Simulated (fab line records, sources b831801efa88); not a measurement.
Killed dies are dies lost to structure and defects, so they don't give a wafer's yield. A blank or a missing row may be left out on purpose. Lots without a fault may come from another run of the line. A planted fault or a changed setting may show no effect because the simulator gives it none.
fab line records | flow sky130
record lots=12 wafers=36 last_day=50
route steps=708 shown LOCAL_INTERCONNECT@401 CONTACT@406
lots that met no fault: from a run of the same line without faults
start_h: hours from the record's first day to the start of the lot's first wafer shown | wait_h: hours since the lot's step before | " the same as in the row above | L1.1+2: a row that stands for several wafers | - no value, or no start given | * or withheld: withheld | < > ~ a bound
route shown NAME@n: a module of which the file shows steps, and the number in the route of the first | usual: mean/standard deviation of fault-free wafers | same: alike in all rows | chamber/n: place in a boat | sites: the reading at each site | _std_site: their standard deviation | _edge_site: outer sites' mean less inner sites' | radius_mm: how far each site lies from the wafer's centre | mask NAME#n: copy n | behind: the tool/chamber that last shaped the wafer | hold: why the lot was held/for how many hours/how that ended | device: the transistor (n, p or np) that didn't switch | end of line: the same wafers' tests at the end of the route | a step without rows: its recipe alone | killed: dies lost to structure and defects at the first sort, not the wafer's yield | map: a wafer's dies, x killed, . not, _ none there
set.NAME: the setting as run; set.NAME@STEP: as run at that earlier step | model.NAME: the simulator's own value behind a step, which no gauge read
steps of the route over a sample of lots; a table a step, a row a wafer
services: from which hour (start_h, from the record's first day; less than 0 if before it) a tool's chamber was out of use, for how many hours, and why
## steps
# step SKY_LOCAL_INTERCONNECT_METAL_ETCH_14
# recipe target_depth_nm=110 stop_on=PSG chemistry=Cl2/BCl3 target=TiN resist_sidewall_deg=88 pressure_mtorr=10 icp_w=900 bias_w=48.5 Cl2_flow_sccm=60 bcl3_flow_sccm=30 time_s=31.4
# usual bias_w=48.49/0.15 drypump_motor_current_A=5.63/0.2 oes_product_au=0.941/0.0073 throttle_valve_pct=21.900/0.0096
# columns lot.wafer tool chamber start_h wait_h bias_w drypump_motor_current_A oes_product_au rf_hours_counter_h throttle_valve_pct
L619.2 rie_metal-02 1 712.55 0.0 48.49 5.74 0.937 10 21.889
L619.3 " 1 " " 48.24 5.71 0.930 - 21.903
L619.4 " 0 " " 48.65 5.75 0.946 - 21.895
L620.1 rie_metal-03 0 713.25 0.0 48.69 5.62 0.948 10 21.907
L620.5 " 1 " " 48.51 5.80 0.935 - 21.899
L620.6 " 0 " " 48.58 5.66 0.931 - 21.899
L622.2 rie_metal-02 1 732.02 0.1 48.66 5.77 0.937 - 21.906
L622.4 " 1 " " 48.52 5.79 0.947 - 21.895
L622.5 " 1 " " 48.63 5.78 0.944 - 21.884
L623.1 rie_metal-03 0 739.50 0.0 48.53 5.63 0.931 11 21.890
L623.3 " 1 " " 48.31 5.78 0.940 - 21.910
L623.4 " 0 " " 48.43 5.65 0.933 - 21.903
L624.3 rie_metal-02 1 741.97 0.0 48.57 5.80 0.932 - 21.898
L624.4 " 0 " " 48.21 5.68 0.952 - 21.899
L624.5 " 0 " " 48.56 5.73 0.938 - 21.900
L627.3 rie_metal-03 1 767.47 0.0 48.43 5.80 0.937 - 21.886
L627.5 " 1 " " 48.23 5.79 0.941 - 21.891
L627.6 " 0 " " 48.60 5.62 0.935 - 21.893
L628.3 rie_metal-03 1 783.92 0.0 48.62 5.81 0.950 - 21.871
L628.4 " 0 " " 48.29 5.62 0.948 - 21.888
L628.6 " 1 " " 48.64 5.81 0.940 - 21.908
L631.1 rie_metal-03 1 795.10 0.0 48.66 5.79 0.935 12 21.897
L631.5 " 1 " " 48.31 5.78 0.937 - 21.902
L631.6 " 0 " " 48.27 5.62 0.922 - 21.901
L637.1 rie_metal-02 1 845.81 0.0 48.56 5.77 0.959 15 21.900
L637.3 " 0 " " 48.22 5.72 0.953 - 21.896
L637.5 " 0 " " 48.39 5.72 0.950 - 21.897
L638.1 rie_metal-04 0 863.46 0.1 48.59 5.28 0.943 17 21.887
L638.5 " 0 " " 48.44 5.31 0.948 - 21.901
L638.6 " 0 " " 48.24 5.31 0.941 - 21.897
L640.2 rie_metal-04 0 868.82 0.1 48.49 5.27 0.946 - 21.895
L640.3 " 0 " " 48.58 5.30 0.946 - 21.901
L640.4 " 0 " " 48.47 5.28 0.949 - 21.909
L641.3 rie_metal-03 0 870.88 0.1 48.42 5.63 0.943 - 21.897
L641.4 " 1 " " 48.32 5.77 0.939 - 21.890
L641.5 " 1 " " 48.40 5.78 0.948 - 21.894
# step SKY_CONTACT_CVD_00
# recipe material=Si3N4 target_thk_nm=75 temp_c=400 time_s=withheld rf_w=450
# usual heater_power_w=722/62
# columns lot.wafer tool chamber start_h wait_h heater_power_w
L619.2 pecvd-01 2 713.25 0.0 755
L619.3 " 1 " " 719
L619.4 " 0 " " 735
L620.1 pecvd-04 1 714.33 0.0 761
L620.5 " 0 " " 634
L620.6 " 1 " " 740
L622.2 pecvd-03 2 732.69 0.0 624
L622.4 " 1 " " 775
L622.5 " 2 " " 618
L623.1 pecvd-01 2 740.18 0.0 735
L623.3 " 1 " " 736
L623.4 " 1 " " 745
L624.3 pecvd-04 2 742.64 0.0 750
L624.4 " 0 " " 673
L624.5 " 2 " " 772
L627.3 pecvd-01 0 768.09 0.0 751
L627.5 " 0 " " 766
L627.6 " 2 " " 752
L628.3 pecvd-04 2 784.61 0.0 788
L628.4 " 1 " " 764
L628.6 " 0 " " 622
L631.1 pecvd-01 2 795.79 0.0 655
L631.5 " 1 " " 675
L631.6 " 2 " " 678
L637.1 pecvd-03 2 846.51 0.0 596
L637.3 " 1 " " 707
L637.5 " 2 " " 603
L638.1 pecvd-04 1 864.22 0.0 776
L638.5 " 1 " " 633
L638.6 " 2 " " 688
L640.2 pecvd-03 1 869.53 0.0 751
L640.3 " 2 " " 633
L640.4 " 1 " " 761
L641.3 pecvd-04 2 871.52 0.0 671
L641.4 " 2 " " 698
L641.5 " 0 " " 569
# step SKY_CONTACT_ETCH_16
# recipe chemistry=N2/H2 target=BARC ion_energy_ev=200 source_w=500 bias_w=100 pressure_mtorr=30 n2_flow_sccm=100 h2_flow_sccm=200 stop_on=SiO2 time_s=45.9 target_depth_a=600
# usual bias_w=99.97/0.26 drypump_motor_current_A=5.8/0.5 h2_flow_sccm=200.0/0.62 oes_product_au=0.855/0.0045 throttle_valve_pct=13.225/0.0091
# columns lot.wafer tool chamber start_h wait_h bias_w drypump_motor_current_A h2_flow_sccm oes_product_au rf_hours_counter_h throttle_valve_pct
L619.2 rie_diel-02 2 741.79 0.0 99.77 6.4 199.3 0.857 2 13.224
L619.3 " 3 " " 99.87 4.8 200.7 0.852 6 13.226
L619.4 " 0 " " 100.10 5.9 199.6 0.855 18 13.225
L620.1 rie_diel-02 2 743.72 0.0 100.17 6.4 199.7 0.851 2 13.228
L620.5 " 2 " " 100.39 6.4 199.9 0.856 - 13.227
L620.6 " 1 " " 100.40 6.1 200.0 0.851 - 13.238
L622.2 rie_diel-01 3 761.69 0.0 100.07 5.3 200.7 0.846 4 13.226
L622.4 " 1 " " 100.29 5.6 199.6 0.857 21 13.234
L622.5 " 2 " " 99.77 5.8 200.5 0.857 - 13.233
L623.1 rie_diel-02 3 768.22 0.0 99.33 4.8 199.4 0.850 7 13.218
L623.3 " 1 " " 99.55 6.1 200.9 0.854 34 13.218
L623.4 " 2 " " 99.89 6.4 200.2 0.854 3 13.228
L624.3 rie_diel-02 3 769.79 0.0 100.25 4.9 200.4 0.855 7 13.224
L624.4 " 1 " " 100.45 6.2 199.8 0.855 34 13.231
L624.5 " 0 " " 99.73 5.9 200.7 0.857 - 13.229
L627.3 rie_diel-01 2 796.12 0.0 99.85 5.9 200.2 0.855 17 13.223
L627.5 " 2 " " 100.19 5.9 200.0 0.860 - 13.215
L627.6 " 3 " " 99.62 5.3 200.0 0.847 - 13.227
L628.3 rie_diel-02 2 812.09 0.0 99.70 6.4 197.9 0.856 4 13.215
L628.4 " 2 " " 99.83 6.4 199.7 0.859 - 13.217
L628.6 " 0 " " 100.03 5.9 200.3 0.861 - 13.232
L631.1 rie_diel-02 0 822.69 0.0 99.93 5.9 199.4 0.857 21 13.223
L631.5 " 3 " " 99.95 4.9 199.3 0.855 - 13.230
L631.6 " 0 " " 99.86 5.9 199.3 0.853 - 13.218
L637.1 rie_diel-02 2 873.49 0.0 99.91 6.4 200.4 0.854 5 13.209
L637.3 " 0 " " 100.32 5.9 200.4 0.850 22 13.220
L637.5 " 1 " " 99.41 6.1 199.9 0.851 - 13.238
L638.1 rie_diel-02 1 891.42 0.0 99.88 6.2 199.2 0.849 2 13.223
L638.5 " 2 " " 99.95 6.4 200.4 0.849 - 13.224
L638.6 " 3 " " 100.23 4.8 200.3 0.854 - 13.237
L640.2 rie_diel-02 1 895.17 0.0 100.21 6.1 199.0 0.858 2 13.223
L640.3 " 2 " " 99.39 6.3 200.0 0.854 7 13.229
L640.4 " 0 " " 100.03 5.9 199.8 0.847 22 13.214
L641.3 rie_diel-01 1 898.74 0.0 100.01 5.6 199.1 0.860 26 13.211
L641.4 " 2 " " 100.03 5.9 199.9 0.857 - 13.234
L641.5 " 0 " " 100.32 5.4 200.2 0.849 - 13.218
# step SKY_CONTACT_ETCH_17
# recipe target=SiO2 chemistry=C4F8/O2/Ar stop_on=Si3N4 mask_material=KrF-thick source_w=1500 bias_w=1200 pressure_mtorr=40 c4f8_flow_sccm=withheld O2_flow_sccm=6 Ar_flow_sccm=300 time_s=withheld target_depth_a=3400
# usual bias_w=1200/3.4 oes_product_au=0.891/0.0048
# columns lot.wafer tool chamber start_h wait_h bias_w oes_product_au
L619.2 rie_diel-02 2 741.83 0.0 1193 0.885
L619.3 " 3 " " 1200 0.889
L619.4 " 0 " " 1206 0.886
L620.1 rie_diel-02 2 743.76 0.0 1199 0.890
L620.5 " 2 " " 1203 0.892
L620.6 " 1 " " 1198 0.896
L622.2 rie_diel-01 3 761.73 0.0 1197 0.893
L622.4 " 1 " " 1193 0.896
L622.5 " 2 " " 1195 0.889
L623.1 rie_diel-02 3 768.27 0.0 1205 0.885
L623.3 " 1 " " 1201 0.889
L623.4 " 2 " " 1195 0.885
L624.3 rie_diel-02 3 769.83 0.0 1199 0.885
L624.4 " 1 " " 1196 0.880
L624.5 " 0 " " 1203 0.887
L627.3 rie_diel-01 2 796.17 0.0 1201 0.891
L627.5 " 2 " " 1200 0.902
L627.6 " 3 " " 1204 0.890
L628.3 rie_diel-02 2 812.13 0.0 1342 0.894
L628.4 " 2 " " 1344 0.884
L628.6 " 0 " " 1336 0.895
L631.1 rie_diel-02 0 822.73 0.0 1340 0.887
L631.5 " 3 " " 1340 0.890
L631.6 " 0 " " 1340 0.895
L637.1 rie_diel-02 2 873.53 0.0 1201 0.878
L637.3 " 0 " " 1198 0.891
L637.5 " 1 " " 1194 0.897
L638.1 rie_diel-02 1 891.47 0.0 1194 0.892
L638.5 " 2 " " 1199 0.886
L638.6 " 3 " " 1196 0.883
L640.2 rie_diel-02 1 895.22 0.0 1203 0.891
L640.3 " 2 " " 1201 0.892
L640.4 " 0 " " 1196 0.897
L641.3 rie_diel-01 1 898.79 0.0 1196 0.896
L641.4 " 2 " " 1204 0.893
L641.5 " 0 " " 1196 0.894
## services
# columns tool chamber start_h hours kind
pecvd-04 2 711.78 6.8 repair
rie_diel-02 2 717.02 16.7 repair
rie_diel-01 3 718.70 6.3 repair
pecvd-04 1 753.37 - calibration
rie_metal-02 - 758.10 1.4 pm
pecvd-04 0 759.62 15.2 repair
pecvd-04 1 769.46 10.7 repair
pecvd-03 - 780.61 0.8 repair
rie_diel-02 1 801.60 - clean
rie_diel-02 1 801.60 24.6 scheduled_down
rie_diel-02 1 801.60 24.6 vent_cycle
rie_diel-02 2 804.39 4.2 repair
rie_metal-04 1 804.66 14.9 repair
pecvd-03 - 822.41 0.5 repair
pecvd-01 - 824.47 2.8 pm
rie_diel-02 - 826.44 15.6 pm
rie_metal-04 - 828.11 1.4 pm
rie_diel-02 - 848.84 0.4 repair
pecvd-04 0 860.52 5.0 scheduled_down
rie_diel-02 3 864.32 3.3 repair
pecvd-03 - 867.27 0.8 pm
pecvd-04 2 868.86 2.1 scheduled_down
pecvd-03 - 886.10 3.3 repair
rie_diel-01 3 895.26 4.2 repair
## key
first_sign step=SKY_CONTACT_ETCH_17 reading=bias_w direction=up sigmas=42 usual=1200 struck=1340
effect none on later readings
met_at SKY_CONTACT_ETCH_17
struck_lots L628,L631
tester_left_out L628,L631
not_acting_at SKY_LOCAL_INTERCONNECT_METAL_ETCH_14,SKY_CONTACT_CVD_00,SKY_CONTACT_ETCH_16
onset_between 769.83 812.13
fault kind=process_parameter_drift tool=rie_diel-02 chamber=- onset_h=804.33 steps=SKY_CONTACT_ETCH_17 channel=bias_w offset=139.24 shape=step end_h=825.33 acts_in=these_recipes_only stated=1200
# tester_left_out: of these lots the tester's yield and bins aren't shown, on N5 and GAA mostly nor the transistor test; their killed dies are dies lost to structure and defects alone, not to doping, threshold or leakage, so they don't give the yield
